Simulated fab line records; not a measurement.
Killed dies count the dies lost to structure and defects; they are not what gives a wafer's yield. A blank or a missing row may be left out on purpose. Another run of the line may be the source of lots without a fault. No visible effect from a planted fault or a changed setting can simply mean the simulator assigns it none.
Which of the tools did it? -- flow sky130 -- 12 lots, 36 wafers sampled, at 6 steps of a route of 708

WHAT EACH GAUGE READ, for each wafer
SKY_SONOS_TUNNEL_OVL_MEAS_08.
lot,measured,on,SONOS_TUNNEL_OVL (nm)
L197,day 11 22:08,overlay-01,-1.9 0.1 0.5
L198,day 12 16:23,overlay-01,3.3 3.0 1.9
L199,day 12 18:08,overlay-02,-2.8 -1.5 0.5
L200,day 12 20:15,overlay-01,0.4 -0.6 0.4
L204,day 13 23:03,overlay-02,0.8 -0.4 -0.7
L205,day 14 21:06,overlay-01,-0.6 -0.1 -0.3
L206,day 15 00:41,overlay-02,1.6 2.2 0.9
L208,day 15 05:36,overlay-01,0.6 -0.9 -0.2
L211,day 16 08:54,overlay-01,2.2 2.0 1.9
L212,day 17 05:00,overlay-02,-1.8 -0.4 -1.0
L214,day 17 11:51,overlay-02,0.3 0.8 -0.7
L217,day 18 16:44,overlay-02,2.2 1.0 2.5

SKY_SONOS_ONO_CD_MEAS_13: target cd 410 nm.
lot,measured,on,cd_nm (nm)
L197,day 13 08:44,cd_sem-02,408.0 408.3 406.5
L198,day 14 02:14,cd_sem-02,410.8 412.1 413.2
L199,day 14 02:07,cd_sem-02,410.7 410.2 410.5
L200,day 14 06:31,cd_sem-01,407.5 410.7 408.3
L204,day 15 09:56,cd_sem-01,411.5 411.7 413.1
L205,day 16 04:27,cd_sem-02,412.3 411.0 408.8
L206,day 16 09:42,cd_sem-02,410.8 407.6 408.9
L208,day 16 21:11,cd_sem-01,412.8 412.1 412.6
L211,day 17 18:16,cd_sem-02,410.4 410.4 408.2
L212,day 18 15:17,cd_sem-01,410.2 408.4 408.8
L214,day 18 22:47,cd_sem-01,412.3 409.3 413.0
L217,day 20 07:05,cd_sem-02,408.9 411.0 406.8

SKY_POLY_GATE_CD_MEAS_13: target cd 150 nm.
lot,measured,on,cd_nm (nm)
L197,day 17 05:43,cd_sem-02,148.5 148.4 149.4
L198,day 18 03:43,cd_sem-02,151.1 150.3 150.9
L199,day 18 00:34,cd_sem-02,146.4 146.7 148.4
L200,day 18 04:17,cd_sem-01,150.9 150.3 151.3
L204,day 19 11:19,cd_sem-02,151.7 149.7 148.4
L205,day 20 10:17,cd_sem-01,150.0 150.2 150.0
L206,day 20 14:21,cd_sem-01,149.5 150.4 151.0
L208,day 21 06:10,cd_sem-02,152.2 150.6 152.5
L211,day 22 00:40,cd_sem-01,151.2 149.6 150.4
L212,day 22 19:16,cd_sem-01,136.5 135.2 135.9
L214,day 23 02:04,cd_sem-01,135.4 135.9 136.3
L217,day 24 09:21,cd_sem-02,149.1 148.3 148.5

SKY_POLY_GATE_CD_MEAS_22.
lot,measured,on,cd_nm (nm)
L197,day 17 08:44,cd_sem-02,146 147 143
L198,day 18 06:40,cd_sem-01,151 151 147
L199,day 18 03:05,cd_sem-01,142 148 143
L200,day 18 06:45,cd_sem-02,151 150 150
L204,day 19 13:10,cd_sem-01,154 153 151
L205,day 20 12:31,cd_sem-01,149 151 151
L206,day 20 16:31,cd_sem-01,154 151 154
L208,day 21 09:16,cd_sem-01,148 151 154
L211,day 22 02:35,cd_sem-01,154 149 149
L212,day 22 21:20,cd_sem-02,134 133 135
L214,day 23 03:55,cd_sem-02,130 133 131
L217,day 24 11:16,cd_sem-01,148 149 150

WHAT TOOL EACH LOT RAN ON (gives the tool, then ch and the chambers of the sampled wafers, and finally the start)
lot,SKY_POLY_GATE_EXPOSE_10,SKY_POLY_GATE_STRIP_18
L197,"krf_scanner-02 ch 0, day 16 14:19","plasma_asher-04 ch 0,1, day 17 06:07"
L198,"krf_scanner-01 ch 0, day 17 13:23","plasma_asher-03 ch 0,1, day 18 04:07"
L199,"krf_scanner-02 ch 0, day 17 10:20","plasma_asher-01 ch 0,1, day 18 00:57"
L200,"krf_scanner-02 ch 0, day 17 13:41","plasma_asher-04 ch 0,1, day 18 04:40"
L204,"krf_scanner-02 ch 0, day 18 20:24","plasma_asher-01 ch 0,1, day 19 11:42"
L205,"krf_scanner-02 ch 0, day 19 19:11","plasma_asher-01 ch 0,1, day 20 10:39"
L206,"krf_scanner-02 ch 0, day 19 23:23","plasma_asher-03 ch 0,1, day 20 14:44"
L208,"krf_scanner-01 ch 0, day 20 14:57","plasma_asher-01 ch 1, day 21 06:34"
L211,"krf_scanner-02 ch 0, day 21 09:40","plasma_asher-01 ch 0,1, day 22 01:03"
L212,"krf_scanner-02 ch 0, day 22 03:52","plasma_asher-03 ch 0,1, day 22 19:39"
L214,"krf_scanner-02 ch 0, day 22 11:11","plasma_asher-01 ch 0,1, day 23 02:27"
L217,"krf_scanner-01 ch 0, day 23 18:18","plasma_asher-04 ch 0,1, day 24 09:46"
- SKY_POLY_GATE_EXPOSE_10: exposes mask P1M, target cd 150 nm.
- SKY_POLY_GATE_STRIP_18: strips in O2/N2.

AS READ BY THE TOOLS THEMSELVES (means over the sampled wafers that have a number; for cases with no such wafer, the mark the record gives instead)
SKY_POLY_GATE_EXPOSE_10.
lot,tool,exposure_dose_mJ_cm2
L197,krf_scanner-02,28.06
L198,krf_scanner-01,27.94
L199,krf_scanner-02,28.04
L200,krf_scanner-02,28.02
L204,krf_scanner-02,28.05
L205,krf_scanner-02,28.03
L206,krf_scanner-02,28.02
L208,krf_scanner-01,27.90
L211,krf_scanner-02,28.04
L212,krf_scanner-02,30.64
L214,krf_scanner-02,30.61
L217,krf_scanner-01,27.99

SKY_POLY_GATE_STRIP_18.
lot,tool,drypump_motor_current_A (A),oes_product_au (a.u.),strip_time_to_endpoint_s (s)
L197,plasma_asher-04,6.2,0.364,3.15
L198,plasma_asher-03,6.1,0.362,3.17
L199,plasma_asher-01,5.6,0.362,3.16
L200,plasma_asher-04,6.1,0.356,3.13
L204,plasma_asher-01,6.0,0.364,3.19
L205,plasma_asher-01,5.6,0.358,3.18
L206,plasma_asher-03,6.1,0.365,3.20
L208,plasma_asher-01,6.4,0.362,3.16
L211,plasma_asher-01,5.7,0.364,3.19
L212,plasma_asher-03,6.1,0.358,3.23
L214,plasma_asher-01,5.6,0.358,3.12
L217,plasma_asher-04,6.2,0.358,3.19

THE ANSWER, worked out from the rows above alone
Rule: usual is defined by the lots themselves. The widest of any qualifying gaps counts: lots, ordered by their means at a reading, are off when they make up no more than a third of the lots, leave a main group of 4 or more, and stand apart from it by 3 or more times the standard deviation of that group's means. A main group is skipped when, at the precision printed for the reading in the tables above, its means are all equal. Also off: a lot with no number at a reading for which 4 or more lots have one. The other lots that the step has rows for count as sound. After the gauges, taken in route order, come the tools' own readings; for these a lot's mean is taken, as printed above. At the first step where some lot is off, the reading lying furthest off is the one used; lots without a number count as furthest.
Off at SKY_POLY_GATE_CD_MEAS_13 (cd_nm): L212, L214. For the main group the mean is 149.9 nm and the standard deviation 1.3.
A tool fits if, at a process step before that reading, it ran every lot that is off, and no sound lot after the first of them. The gauges at SKY_POLY_GATE_CD_MEAS_13 aren't tried: what is off there is off at SKY_POLY_GATE_CD_MEAS_22 too, on other tools, and a gauge's error can't cause that. One fits: SKY_POLY_GATE_EXPOSE_10 on krf_scanner-02. Its last sound lot is L211 (day 21 09:40), its first lot that is off L212 (day 22 03:52): a fault that began between those two fits.
The tool's own readings at SKY_POLY_GATE_EXPOSE_10 bear it out: on the lots that are off they differ by more than 5 times the standard deviation of the sound lots' means. exposure_dose_mJ_cm2 reads 30.62 there against 28.01 on the sound lots.

WHAT HAD BEEN PUT IN BY THE SIMULATOR
Process parameters drifting: krf_scanner-02 at SKY_POLY_GATE_EXPOSE_10, beginning at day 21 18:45. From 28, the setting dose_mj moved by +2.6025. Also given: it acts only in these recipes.
Lots struck among those shown: L212, L214. This agrees with what the rule above found.
